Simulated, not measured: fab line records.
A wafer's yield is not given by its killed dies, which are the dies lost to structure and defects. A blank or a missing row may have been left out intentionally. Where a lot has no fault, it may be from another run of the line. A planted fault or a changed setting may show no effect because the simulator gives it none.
fab line records	flow gf180mcu
[record] lots = 14	wafers = 42	lastDay = 34
route steps=602 shown M2@362 V2@384
lots untouched by any fault: they come from a run of this same line in which no faults occurred
startH: hours from the record's opening day to when the first of the lot's shown wafers began	waitH: hours since the lot's step before	" identical to the entry in the row above	L1.1+2: several wafers, shown together as one row	- no value, or no start was given	* or withheld: withheld	< > ~ a bound
route shown NAME@n: names a module that has steps shown in the file, with the first one's number in the route	usual: mean and standard deviation over wafers with no fault	same: alike in all rows	chamber/n: place in a boat	sites: each site's reading	_std_site: standard deviation of those values	_edge_site: mean of outer sites minus mean of inner sites	radiusMm: for every site, how far away it sits from the centre of the wafer	mask NAME#n: copy n	behind: tool/chamber where the wafer was last shaped	hold: why the lot was held/for how many hours/how that ended	device: the n, p or np transistor that did not switch	end of line: the tests these same wafers got at the end of their route	a step with no rows: only its recipe	killed: count of dies lost to structure and defects at first sort (not the wafer's yield)	map: a wafer's dies, x killed, . not, _ none there
set.NAME: the setting the step ran with; set.NAME@STEP: the setting that earlier step ran with	model.NAME: the simulator's own value behind a step, which no gauge read
the route's steps for a sample of lots (tables are steps, rows are wafers)
services: from which hour (startH, from the record's first day; less than 0 if before it) a tool's chamber was out of use, for how many hours, and why
[[steps]]
[step GF_M2_SPUTTER_00]
[recipe] material = Ti	targetThkNm = 37.5	arrivingIonEnergyEv = 80	substrateTempC = 200	chamberPressurePa = 2	powerW = 4000	timeS = 150
[usual] chamberPressurePa = 2.000/0.004	throttleValvePct = 30.3/1.6
lot.wafer	tool	chamber	startH	waitH	chamberPressurePa	throttleValvePct
L558.1	pvdSputter-03	-	414.17	0.2	1.998	33.4
L558.2	"	-	"	"	2.004	30.6
L558.3	"	-	"	"	2.003	30.8
L559.1	pvdSputter-04	-	424.00	0.2	1.998	32.1
L559.5	"	-	"	"	1.993	31.6
L559.6	"	-	"	"	2.004	29.0
L560.1	pvdSputter-03	-	430.22	0.1	2.004	30.8
L560.3	"	-	"	"	2.000	28.8
L560.6	"	-	"	"	1.997	33.3
L561.2	pvdSputter-02	-	446.92	0.1	1.993	30.2
L561.3	"	-	"	"	1.998	28.8
L561.4	"	-	"	"	2.001	29.7
L562.1	pvdSputter-04	-	451.76	0.1	2.006	32.1
L562.4	"	-	"	"	2.003	31.4
L562.5	"	-	"	"	2.007	31.7
L564.1	pvdSputter-04	-	471.44	0.1	2.000	31.5
L564.5	"	-	"	"	2.002	28.0
L564.6	"	-	"	"	1.990	29.1
L565.2	pvdSputter-03	-	479.30	0.2	2.009	33.1
L565.3	"	-	"	"	2.002	31.2
L565.4	"	-	"	"	2.009	28.8
L566.1	pvdSputter-03	-	486.50	0.2	2.001	28.4
L566.3	"	-	"	"	2.004	30.5
L566.6	"	-	"	"	2.006	33.0
L569.1	pvdSputter-02	-	520.71	0.2	1.998	30.8
L569.5	"	-	"	"	2.002	27.9
L569.6	"	-	"	"	2.002	29.8
L570.2	pvdSputter-03	-	522.01	0.2	2.001	28.9
L570.4	"	-	"	"	2.000	30.6
L570.5	"	-	"	"	2.001	31.1
L571.2	pvdSputter-03	-	530.06	0.1	1.994	30.9
L571.5	"	-	"	"	2.002	28.6
L571.6	"	-	"	"	1.999	30.9
L572.1	pvdSputter-03	-	535.01	0.1	1.994	33.1
L572.3	"	-	"	"	1.999	28.9
L572.5	"	-	"	"	1.996	33.0
L580.1	pvdSputter-02	-	598.84	0.2	2.002	28.8
L580.2	"	-	"	"	2.005	29.7
L580.4	"	-	"	"	1.997	30.4
L581.1	pvdSputter-03	-	605.36	0.2	1.996	28.6
L581.2	"	-	"	"	2.001	33.0
L581.6	"	-	"	"	2.002	30.7
[step GF_M2_METAL_ETCH_16]
[recipe] chemistry = Cl2/BCl3	maskMaterial = KrF	targetDepthNm = 750.8	stopOn = SiO2	pressureMtorr = 8	icpW = 800	biasW = 142.3	Cl2_flow_sccm = 80	bcl3FlowSccm = 40	timeS = 125.1
[usual] biasW = 142.4/0.42	drypumpMotorCurrentA = 6.0/0.39	oesProductAu = 0.995/0.0048	throttleValvePct = 28.225/0.011
lot.wafer	tool	chamber	startH	waitH	biasW	drypumpMotorCurrentA	oesProductAu	rfHoursCounterH	throttleValvePct
L558.1	rieMetal-02	1	438.67	0.0	141.9	6.6	0.996	10	28.202
L558.2	"	0	"	"	142.5	5.8	0.991	11	28.225
L558.3	"	0	"	"	142.4	5.8	0.992	-	28.257
L559.1	rieMetal-04	0	448.35	0.0	142.2	6.4	0.995	7	28.228
L559.5	"	1	"	"	142.1	6.3	0.995	-	28.227
L559.6	"	0	"	"	142.0	6.4	0.982	-	28.233
L560.1	rieMetal-01	1	455.02	0.0	142.9	5.6	0.998	11	28.214
L560.3	"	0	"	"	142.7	5.8	0.992	-	28.237
L560.6	"	0	"	"	141.7	5.8	0.992	-	28.226
L561.2	rieMetal-02	1	471.75	0.0	142.7	6.7	0.997	11	28.246
L561.3	"	0	"	"	142.3	5.8	0.996	-	28.234
L561.4	"	1	"	"	142.2	6.6	0.989	-	28.236
L562.1	rieMetal-02	1	477.15	0.0	141.5	6.6	0.998	11	28.222
L562.4	"	0	"	"	142.4	5.8	0.992	-	28.228
L562.5	"	1	"	"	141.9	6.6	0.993	-	28.220
L564.1	rieMetal-02	1	495.40	0.0	142.1	6.6	0.995	11	28.215
L564.5	"	0	"	"	142.4	5.8	0.998	-	28.239
L564.6	"	1	"	"	142.7	6.7	0.998	-	28.219
L565.2	rieMetal-01	0	502.97	0.0	142.2	5.8	0.988	5	28.226
L565.3	"	1	"	"	142.9	5.6	0.992	-	28.224
L565.4	"	0	"	"	142.5	5.8	0.987	-	28.229
L566.1	rieMetal-04	0	510.40	0.0	142.0	6.3	0.998	9	28.232
L566.3	"	1	"	"	142.2	6.3	0.985	-	28.231
L566.6	"	1	"	"	142.2	6.3	0.996	-	28.220
L569.1	rieMetal-02	1	543.85	0.0	142.3	6.7	1.003	13	28.234
L569.5	"	1	"	"	142.5	6.6	0.984	-	28.232
L569.6	"	1	"	"	142.5	6.6	0.995	-	28.222
L570.2	rieMetal-01	1	545.21	0.1	142.6	5.6	0.992	-	28.227
L570.4	"	1	"	"	142.1	5.6	1.000	-	28.227
L570.5	"	1	"	"	142.9	5.6	0.998	-	28.207
L571.2	rieMetal-01	1	552.59	0.1	142.1	5.6	1.005	-	28.210
L571.5	"	1	"	"	142.7	5.6	0.993	-	28.210
L571.6	"	1	"	"	143.1	5.6	0.994	-	28.217
L572.1	rieMetal-01	1	557.50	0.0	142.7	5.6	0.994	2	28.213
L572.3	"	1	"	"	142.1	5.6	1.011	-	28.221
L572.5	"	1	"	"	142.3	5.6	0.993	-	28.217
L580.1	rieMetal-01	1	619.15	0.0	141.6	5.6	0.994	5	28.212
L580.2	"	0	"	"	141.7	5.8	0.989	7	28.201
L580.4	"	0	"	"	142.7	5.8	0.991	-	28.234
L581.1	rieMetal-04	0	626.10	0.0	142.3	6.3	0.995	12	28.223
L581.2	"	1	"	"	142.6	6.3	0.989	0	28.214
L581.6	"	1	"	"	142.8	6.3	0.995	-	28.215
[step GF_V2_CVD_02]
[recipe] material = SiO2	targetThkNm = 850	precursor = TEOS	tempC = 400	timeS = 94.851	rfW = 600
[usual] heaterPowerW = 626/90
lot.wafer	tool	chamber	startH	waitH	heaterPowerW
L558.1	pecvd-03	1	439.46	0.1	603
L558.2	"	0	"	"	844
L558.3	"	0	"	"	878
L559.1	pecvd-04	2	449.18	0.1	530
L559.5	"	2	"	"	582
L559.6	"	0	"	"	670
L560.1	pecvd-01	0	455.81	0.1	643
L560.3	"	2	"	"	466
L560.6	"	0	"	"	536
L561.2	pecvd-04	0	472.54	0.0	557
L561.3	"	1	"	"	550
L561.4	"	0	"	"	629
L562.1	pecvd-03	0	477.95	0.1	809
L562.4	"	2	"	"	617
L562.5	"	1	"	"	670
L564.1	pecvd-04	0	496.24	0.1	658
L564.5	"	2	"	"	508
L564.6	"	0	"	"	527
L565.2	pecvd-03	2	503.93	0.0	540
L565.3	"	1	"	"	640
L565.4	"	0	"	"	698
L566.1	pecvd-04	0	511.22	0.1	626
L566.3	"	1	"	"	606
L566.6	"	1	"	"	643
L569.1	pecvd-03	1	544.77	0.1	661
L569.5	"	1	"	"	703
L569.6	"	2	"	"	518
L570.2	pecvd-04	0	546.09	0.0	558
L570.4	"	0	"	"	604
L570.5	"	1	"	"	651
L571.2	pecvd-04	2	553.47	0.0	601
L571.5	"	0	"	"	591
L571.6	"	2	"	"	635
L572.1	pecvd-04	0	558.42	0.1	657
L572.3	"	1	"	"	528
L572.5	"	2	"	"	565
L580.1	pecvd-01	0	619.98	0.1	658
L580.2	"	2	"	"	549
L580.4	"	2	"	"	582
L581.1	pecvd-03	1	626.89	0.1	571
L581.2	"	2	"	"	624
L581.6	"	2	"	"	513
[step GF_V2_THK_MEAS_03]
[recipe] reads = SiO2_of_V2_CVD_02
[usual] V2_CVD_02_THK = 850/12
lot.wafer	tool	chamber	startH	waitH	V2_CVD_02_THK[nm]
L558.1	filmMetro-01	-	439.57	0.1	836
L558.2	"	-	"	"	845
L558.3	"	-	"	"	845
L559.1	filmMetro-01	-	449.25	0.0	844
L559.5	"	-	"	"	857
L559.6	"	-	"	"	853
L560.1	filmMetro-01	-	455.88	0.0	848
L560.3	"	-	"	"	837
L560.6	"	-	"	"	856
L561.2	filmMetro-04	-	472.62	0.0	835
L561.3	"	-	"	"	844
L561.4	"	-	"	"	848
L562.1	filmMetro-01	-	478.02	0.0	831
L562.4	"	-	"	"	836
L562.5	"	-	"	"	845
L564.1	filmMetro-04	-	496.31	0.0	840
L564.5	"	-	"	"	851
L564.6	"	-	"	"	859
L565.2	filmMetro-02	-	504.01	0.0	826
L565.3	"	-	"	"	830
L565.4	"	-	"	"	857
L566.1	filmMetro-04	-	511.29	0.0	855
L566.3	"	-	"	"	856
L566.6	"	-	"	"	868
L569.1	filmMetro-02	-	544.84	0.0	841
L569.5	"	-	"	"	859
L569.6	"	-	"	"	844
L570.2	filmMetro-02	-	546.17	0.0	853
L570.4	"	-	"	"	873
L570.5	"	-	"	"	859
L571.2	filmMetro-02	-	553.55	0.0	323
L571.5	"	-	"	"	853
L571.6	"	-	"	"	319
L572.1	filmMetro-02	-	558.49	0.0	848
L572.3	"	-	"	"	847
L572.5	"	-	"	"	343
L580.1	filmMetro-04	-	620.05	0.0	854
L580.2	"	-	"	"	839
L580.4	"	-	"	"	850
L581.1	filmMetro-01	-	626.96	0.0	839
L581.2	"	-	"	"	839
L581.6	"	-	"	"	842
[step GF_V2_CMP_04]
[recipe] material = SiO2	downForcePsi = 4	platenRpm = 60	padVelocityMS = 0.94248
[usual] motorCurrentA = 12.4/2	timeToEndpointS = 79/6.7
lot.wafer	tool	chamber	startH	waitH	motorCurrentA	timeToEndpointS
L558.2	cmp-02	1	439.63	0.0	15.9	79
L558.1	"	2	"	"	12.9	80
L558.3	"	0	"	"	12.1	77
L559.1	cmp-01	2	449.36	0.1	12.7	76
L559.6	"	1	"	"	10.0	72
L559.5	"	2	"	"	12.8	80
L560.3	cmp-01	1	455.94	0.0	10.0	68
L560.1	"	3	"	"	11.8	79
L560.6	"	1	"	"	11.3	74
L561.4	cmp-02	0	472.67	0.0	12.2	77
L561.3	"	1	"	"	15.4	82
L561.2	"	3	"	"	11.0	73
L562.4	cmp-02	2	478.13	0.1	13.2	76
L562.1	"	3	"	"	10.0	72
L562.5	"	2	"	"	13.4	83
L564.1	cmp-01	0	496.42	0.1	9.7	80
L564.6	"	3	"	"	11.6	85
L564.5	"	0	"	"	9.8	82
L565.2	cmp-02	1	504.06	0.0	15.8	76
L565.4	"	2	"	"	13.0	92
L565.3	"	0	"	"	12.6	70
L566.1	cmp-01	3	511.35	0.1	11.4	85
L566.3	"	1	"	"	10.2	78
L566.6	"	0	"	"	9.8	92
L569.1	cmp-02	2	544.95	0.1	13.3	77
L569.5	"	1	"	"	15.4	81
L569.6	"	2	"	"	13.4	79
L570.4	cmp-02	2	546.22	0.0	13.6	95
L570.2	"	1	"	"	15.3	82
L570.5	"	2	"	"	12.2	87
L571.2	cmp-02	0	553.60	0.0	12.6	10
L571.5	"	0	"	"	12.7	75
L571.6	"	1	"	"	15.6	13
L572.1	cmp-02	2	558.60	0.1	12.5	84
L572.3	"	3	"	"	10.7	82
L572.5	"	2	"	"	12.7	20
L580.4	cmp-01	0	620.28	0.2	9.7	84
L580.2	"	1	"	"	10.4	75
L580.1	"	2	"	"	12.0	83
L581.1	cmp-02	1	627.02	0.1	15.9	71
L581.2	"	0	"	"	12.2	67
L581.6	"	2	"	"	12.7	76
[step GF_V2_BOW_MEAS_05]
[recipe] mode = bow
[usual] V2_BOW = 102/7.9
lot.wafer	tool	chamber	startH	waitH	V2_BOW[um]
L558.1	filmMetro-01	-	439.93	0.2	106
L558.2	"	-	"	"	100
L558.3	"	-	"	"	111
L559.1	filmMetro-02	-	449.61	0.2	91
L559.5	"	-	"	"	104
L559.6	"	-	"	"	103
L560.1	filmMetro-01	-	456.24	0.1	100
L560.3	"	-	"	"	109
L560.6	"	-	"	"	99
L561.2	filmMetro-02	-	472.99	0.1	110
L561.3	"	-	"	"	113
L561.4	"	-	"	"	103
L562.1	filmMetro-02	-	478.38	0.1	111
L562.4	"	-	"	"	106
L562.5	"	-	"	"	112
L564.1	filmMetro-04	-	496.67	0.2	97
L564.5	"	-	"	"	92
L564.6	"	-	"	"	103
L565.2	filmMetro-01	-	504.38	0.3	101
L565.3	"	-	"	"	99
L565.4	"	-	"	"	102
L566.1	filmMetro-01	-	511.65	0.2	104
L566.3	"	-	"	"	93
L566.6	"	-	"	"	91
L569.1	filmMetro-01	-	545.20	0.2	111
L569.5	"	-	"	"	105
L569.6	"	-	"	"	109
L570.2	filmMetro-01	-	546.54	0.1	96
L570.4	"	-	"	"	96
L570.5	"	-	"	"	104
L571.2	filmMetro-04	-	553.92	0.3	83
L571.5	"	-	"	"	102
L571.6	"	-	"	"	86
L572.1	filmMetro-04	-	558.85	0.2	106
L572.3	"	-	"	"	101
L572.5	"	-	"	"	93
L580.1	filmMetro-01	-	620.53	0.1	106
L580.2	"	-	"	"	94
L580.4	"	-	"	"	91
L581.1	filmMetro-02	-	627.32	0.2	91
L581.2	"	-	"	"	105
L581.6	"	-	"	"	96
[step GF_V2_ETCH_17]
[recipe] chemistry = C4F8/O2/Ar	maskMaterial = KrF	target = SiO2	stopOn = TiN	sourceW = 1500	biasW = 1200	pressureMtorr = 40	c4f8FlowSccm = withheld	O2_flow_sccm = 6	Ar_flow_sccm = 300	timeS = withheld	targetDepthA = 6300
[usual] biasW = 1200/3.6	oesProductAu = 0.855/0.0043
lot.wafer	tool	chamber	startH	waitH	biasW	oesProductAu
L558.1	rieDiel-04	2	-	-	1199	0.851
L558.2	"	1	"	"	1201	0.854
L558.3	"	0	"	"	1198	0.858
L559.1	rieDiel-03	0	-	-	1195	0.846
L559.5	"	0	"	"	1199	0.857
L559.6	"	3	"	"	1200	0.849
L560.1	rieDiel-01	2	-	-	1196	0.855
L560.3	"	0	"	"	1201	0.857
L560.6	"	0	"	"	1204	0.858
L561.2	rieDiel-01	2	-	-	1194	0.859
L561.3	"	1	"	"	1207	0.856
L561.4	"	0	"	"	1196	0.860
L562.1	rieDiel-04	2	-	-	1201	0.857
L562.4	"	3	"	"	1202	0.855
L562.5	"	3	"	"	1204	0.847
L564.1	rieDiel-03	0	-	-	1198	0.861
L564.5	"	2	"	"	1192	0.858
L564.6	"	1	"	"	1200	0.860
L565.2	rieDiel-04	3	-	-	1204	0.855
L565.3	"	2	"	"	1203	0.855
L565.4	"	1	"	"	1202	0.859
L566.1	rieDiel-01	0	-	-	1206	0.847
L566.3	"	1	"	"	1196	0.853
L566.6	"	2	"	"	1206	0.855
L569.1	rieDiel-01	3	-	-	1199	0.854
L569.5	"	0	"	"	1197	0.855
L569.6	"	1	"	"	1207	0.854
L570.2	rieDiel-03	3	-	-	1198	0.861
L570.4	"	1	"	"	1202	0.845
L570.5	"	1	"	"	1203	0.850
L571.2	rieDiel-01	3	-	-	1198	0.615
L571.5	"	0	"	"	1200	0.847
L571.6	"	3	"	"	1202	0.619
L572.1	rieDiel-01	3	-	-	1195	0.857
L572.3	"	0	"	"	1198	0.850
L572.5	"	1	"	"	1205	0.634
L580.1	rieDiel-03	0	-	-	1199	0.863
L580.2	"	1	"	"	1203	0.854
L580.4	"	2	"	"	1196	0.860
L581.1	rieDiel-03	3	-	-	1198	0.855
L581.2	"	1	"	"	1196	0.857
L581.6	"	1	"	"	1200	0.853
[[services]]
tool	chamber	startH	hours	kind
rieMetal-02	1	402.03	13.6	repair
cmp-01	-	404.00	4.0	pm
pecvd-03	0	416.94	9.8	repair
rieDiel-01	1	427.39	6.7	repair
pecvd-03	2	431.86	18.2	repair
pecvd-03	-	433.24	1.4	repair
pvdSputter-03	-	446.41	2.7	repair
rieMetal-02	-	454.71	2.8	pm
cmp-02	-	458.54	6.2	pm
rieDiel-03	0	459.74	12.5	repair
cmp-02	-	468.47	0.3	repair
cmp-01	-	473.33	5.8	repair
cmp-02	-	475.55	0.8	repair
cmp-01	-	479.11	12.1	pm
pecvd-04	0	501.92	4.7	repair
rieDiel-01	3	529.92	17.3	repair
rieMetal-01	0	544.95	52.1	repair
cmp-02	-	561.81	8.6	pm
rieDiel-01	-	564.63	0.9	repair
rieDiel-01	2	574.35	7.9	repair
cmp-02	-	574.93	4.0	pm
rieDiel-01	-	576.40	0.5	repair
pvdSputter-03	-	597.82	0.7	repair
rieDiel-01	0	607.86	22.4	repair
[[key]]
[firstSign] step = GF_V2_THK_MEAS_03	reading = V2_CVD_02_THK	direction = down	sigmas = 42	usual = 850	struck = 329
[effect] step = GF_V2_CMP_04	reading = timeToEndpointS	direction = down	sigmas = 9.7	usual = *	struck = *
[effect] step = GF_V2_ETCH_17	reading = oesProductAu	direction = down	sigmas = 54	usual = 0.855	struck = 0.623
metAt GF_V2_CVD_02
struckLots L571,L572
struckWafers L571.2,L571.6,L572.5
sortLeftOut L571.2,L571.6,L572.5
notActingAt GF_M2_SPUTTER_00,GF_M2_METAL_ETCH_16,GF_V2_BOW_MEAS_05
onsetBetween 496.24 553.47
[fault] kind = processParameterDrift	tool = pecvd-04	chamber = 2	onsetH = 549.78	steps = GF_V2_CVD_02	channel = targetThkNm	offset = -510.55	shape = step	endH = 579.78	actsIn = theseRecipesOnly	stated = 850
// sortLeftOut: the simulated sort isn't trusted on such a fault, so these wafers' sort isn't shown, and their yield isn't known
